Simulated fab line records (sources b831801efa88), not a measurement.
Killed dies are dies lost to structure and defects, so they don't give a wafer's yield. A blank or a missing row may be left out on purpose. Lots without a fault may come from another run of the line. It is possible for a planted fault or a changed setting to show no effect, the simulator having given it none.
Which tool is to blame? ; flow sky130 ; Sampling: 13 lots, 38 wafers, 3 of 708 route steps

== WHAT THE GAUGES READ, wafer by wafer ==
SKY_VT_ADJUST_PCH_TW_MEAS_10.
lot;measured;on;VT_ADJUST_PCH_TW
L303;day 10 00:10;film metro-02;140.7 141.9 141.7
L304;day 10 06:38;film metro-03;142.4 141.8 142.8
L306;day 10 19:43;film metro-03;142.5 142.6 142.7
L307;day 11 10:01;film metro-01;143.9 143.6 143.6
L308;day 11 13:08;film metro-01;143.6 144.4 143.3
L312;day 12 22:04;film metro-03;141.9 142.4 142.1
L315;day 13 21:04;film metro-03;141.3 141.5 140.4
L316;day 14 22:28;film metro-03;141.2 141.6 141.9
L318;day 15 19:34;film metro-03;140.7 141.3 141.1
L320;day 16 16:31;film metro-01;143.3 142.7 142.5
L322;day 17 06:02;film metro-02;141.3 141.2
L326;day 18 15:47;film metro-01;142.5 141.8 141.5
L325;day 18 17:32;film metro-02;141.2 141.5 141.1

SKY_SD_N_RS_MEAS_18: uses a four-point probe to measure.
lot;measured;on;RES_XHIGH_RS (ohm/sq)
L303;day 27 03:28;film metro-02;333.7 332.4 333.5
L304;day 27 17:14;film metro-03;331.1 330.6 331.4
L306;day 28 17:09;film metro-03;332.3 333.1 333.7
L307;day 29 01:40;film metro-01;333.3 333.4 332.6
L308;day 29 03:22;film metro-01;333.0 333.0 332.0
L312;day 30 17:19;film metro-01;332.8 334.7 334.6
L315;day 31 14:58;film metro-01;333.1 333.5 332.8
L316;day 32 17:22;film metro-02;334.0 333.7 334.4
L318;day 33 21:35;film metro-03;333.5 333.8 332.8
L320;day 34 12:12;film metro-01;332.7 332.3 332.0
L322;day 35 00:44;film metro-03;332.3 333.9
L326;day 35 22:39;film metro-01;333.9 334.8 334.1
L325;day 36 03:09;film metro-01;333.9 334.2 333.3

== TOOL THAT RAN EACH LOT (tool first, then ch and the chambers of the sampled wafers, then the start) ==
lot;SKY_FIELD_ISO_ETCH_14
L303;rie diel-01 ch 2,3, day 2 05:13
L304;rie diel-04 ch 0,1,3, day 2 10:03
L306;rie diel-04 ch 1,2,3, day 2 19:52
L307;rie diel-01 ch 0,1,3, day 3 02:46
L308;rie diel-01 ch 0,1,3, day 3 08:13
L312;rie diel-04 ch 1,2,3, day 4 03:37
L315;rie diel-03 ch 0,2,3, day 4 20:56
L316;rie diel-01 ch 0,3, day 5 00:59
L318;rie diel-01 ch 0,3, day 5 12:07
L320;rie diel-04 ch 1,2,3, day 5 19:49
L322;rie diel-04 ch 0,2, day 6 11:05
L326;rie diel-01 ch 0,2,3, day 7 07:28
L325;rie diel-03 ch 0,2, day 7 07:37
- SKY_FIELD_ISO_ETCH_14: etches BARC in N2/H2, stops on SiO2, time 45.9 s, target depth 60 nm.

== WHAT THE TOOLS THEMSELVES READ (means of the sampled wafers that have a number; where no wafer has one, the mark that the record gives instead) ==
SKY_FIELD_ISO_ETCH_14.
lot;tool;drypump motor current A (A);oes product au (a.u.);run length s (s);throttle valve pct (%)
L303;rie diel-01;5.4;0.849;74.5;13.223
L304;rie diel-04;5.8;0.854;73.8;13.227
L306;rie diel-04;5.6;0.854;73.9;13.224
L307;rie diel-01;5.5;0.862;74.4;13.223
L308;rie diel-01;5.5;0.858;74.2;13.227
L312;rie diel-04;5.6;0.852;74.1;13.229
L315;rie diel-03;5.6;0.855;74.1;13.222
L316;rie diel-01;5.7;0.853;74.1;13.228
L318;rie diel-01;5.7;0.851;74.3;13.220
L320;rie diel-04;5.6;0.878;72.4;13.224
L322;rie diel-04;5.7;0.888;72.1;13.215
L326;rie diel-01;5.4;0.849;74.3;13.220
L325;rie diel-03;6.0;0.851;74.3;13.228

== THE ANSWER, worked out from the rows above alone ==
Rule: what is usual is taken from the lots themselves. Put in order of their means at a reading, lots are off if they are a third of the lots or fewer, leave a main group of 4 or more, and stand apart from it by a gap of 3 or more times the standard deviation of the main group's means; of several such gaps the widest counts. A main group is skipped when, at the precision printed for the reading in the tables above, its means are all equal. A lot without any number at a reading at which 4 lots or more have one is off too. The other lots that the step has rows for count as sound. First the gauges in route order, then the tools' own readings, where a lot's mean is used as printed above. The first step at which some lot is off is used, and at that step the reading that is off furthest; a lot without a number counts as furthest.
Off, at SKY_FIELD_ISO_ETCH_14 on run length s: L320, L322. The main group has a mean of 74.2 s with a standard deviation of 0.2.
If a tool, at that step or one of the process steps before it, ran each lot that is off and ran no sound lot following the first of them, it fits. One candidate fits, namely rie diel-04 at SKY_FIELD_ISO_ETCH_14. Its last sound lot is L312 (day 4 03:37), its first lot that is off L320 (day 5 19:49): a fault that began between those two fits.
The tool's own readings at SKY_FIELD_ISO_ETCH_14 bear it out: on the lots that are off they differ by more than 5 times the standard deviation of the sound lots' means. oes product au reads 0.883 a.u. there against 0.853 a.u. on the sound lots; run length s reads 72.2 s there against 74.2 s on the sound lots.

== WHAT THE SIMULATOR PUT IN ==
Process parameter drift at SKY_FIELD_ISO_ETCH_14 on rie diel-04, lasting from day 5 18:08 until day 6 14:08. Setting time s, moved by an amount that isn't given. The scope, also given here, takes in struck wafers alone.
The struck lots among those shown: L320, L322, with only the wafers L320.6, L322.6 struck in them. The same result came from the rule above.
